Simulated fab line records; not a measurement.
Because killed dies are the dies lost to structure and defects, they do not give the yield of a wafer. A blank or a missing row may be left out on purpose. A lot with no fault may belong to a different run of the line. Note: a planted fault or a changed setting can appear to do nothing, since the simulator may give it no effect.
Which of the tools did it? ; flow sfq-line ; Sampling: 6 lots, 18 wafers, 2 of 325 route steps

## WHAT EACH GAUGE READ, for each wafer
SFQ_M1_RS_MEAS_909: measurement is done with a four-point probe.
lot;measured;on;M1_NB_RS (ohm/sq)
L885;day 18 18:07;film-metro-01;0.891 0.884 0.896
L887;day 19 13:17;film-metro-03;0.902 0.901 0.906
L889;day 20 12:29;film-metro-04;0.888 0.895 0.878
L896;day 22 17:10;film-metro-03;0.899 0.900 1.092
L903;day 26 14:34;film-metro-03;0.903 0.904 0.897
L906;day 27 06:10;film-metro-04;0.903 0.893 0.907

## EACH LOT AND THE TOOL THAT RAN IT (in order: tool; ch and the chambers of the sampled wafers; start)
lot;SFQ_TRILAYER_M1_DEP_SPUTTER_037
L885;pvd-sputter-03, day 18 17:59
L887;pvd-sputter-05, day 19 13:11
L889;pvd-sputter-03, day 20 12:23
L896;pvd-sputter-05, day 22 17:05
L903;pvd-sputter-05, day 26 14:28
L906;pvd-sputter-05, day 27 06:03
- SFQ_TRILAYER_M1_DEP_SPUTTER_037: material Nb, target thk 200 nm, time 133.3 s.

## THE ANSWER, worked out from the rows above alone
Rule: the lots themselves supply what counts as usual. Put in order of their means at a reading, lots are off if they are a third of the lots or fewer, leave a main group of 4 or more, and stand apart from it by a gap of 3 or more times the standard deviation of the main group's means; of several such gaps the widest counts. A main group is skipped when, at the precision printed for the reading in the tables above, its means are all equal. Also off: a lot with no number at a reading for which 4 or more lots have one. Where the step has rows for the other lots, those lots are counted as sound.
Off: at SFQ_M1_RS_MEAS_909 (M1_NB_RS), L896. For the main group the mean is 0.897 ohm/sq and the standard deviation 0.0065.
If a tool, at a process step before that reading, ran all the lots that are off and no sound lot after the first of them, it fits. Those tools and the gauges at SFQ_M1_RS_MEAS_909 are tried in the same way. Not one of the candidates tried fits.

## WHAT THE SIMULATOR HAD PUT IN
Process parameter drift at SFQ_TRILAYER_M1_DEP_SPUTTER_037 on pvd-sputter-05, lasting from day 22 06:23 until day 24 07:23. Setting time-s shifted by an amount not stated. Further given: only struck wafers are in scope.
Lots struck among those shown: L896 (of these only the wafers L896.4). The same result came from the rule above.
